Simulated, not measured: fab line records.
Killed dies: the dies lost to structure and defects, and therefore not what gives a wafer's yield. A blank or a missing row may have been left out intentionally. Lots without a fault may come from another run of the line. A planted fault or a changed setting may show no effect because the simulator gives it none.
Matching of chambers	flow gf180mcu	GF_V2_CMP_04 on cmp-02 has 4 sister chambers
The step polishes SiO2. 4 wafers are shown with their chamber, then 9 later ones without.

## WAFERS, EACH WITH ITS CHAMBER
wafer	chamber	motor current A (A)
L161.3	3	10.2
L168.3	2	9.6
L168.5	0	13.2
L168.6	1	12.7

## WAFERS WHOSE CHAMBER IS MISSING
wafer	motor current A (A)
L178.3	10.2
L178.4	12.9
L178.6	13.3
L179.1	13.7
L179.2	9.8
L179.3	13.6
L181.2	13.0
L181.4	10.2
L181.6	10.0

## WHICH CHAMBER EACH ONE RAN IN
wafer	from the rows above	in truth
L178.3	3	3
L178.4	can't be placed: 1 or 0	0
L178.6	can't be placed: 0 or 1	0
L179.1	can't be placed: 0 or 1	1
L179.2	can't be placed: 2 or 3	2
L179.3	can't be placed: 0 or 1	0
L181.2	can't be placed: 0 or 1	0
L181.4	3	3
L181.6	can't be placed: 3 or 2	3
Placed correctly: 2 of 9. Not placeable from these rows: 7 (in 7, the candidates include the true chamber). Number placed wrongly: 0.
How it was worked out, from the rows above alone: a wafer's distance from a chamber is the root of the sum, over the readings, of the square of ((its reading less the chamber's mean) divided by the reading's scatter). If the next closest chamber is less than 2 further off than the closest, the wafer can't be placed; otherwise it belongs to the closest. A chamber's mean is the mean of its shown wafers. The scatter (one wafer shown for each chamber): square how far every hidden wafer sits from the nearest shown wafer, average those squares and take the square root.
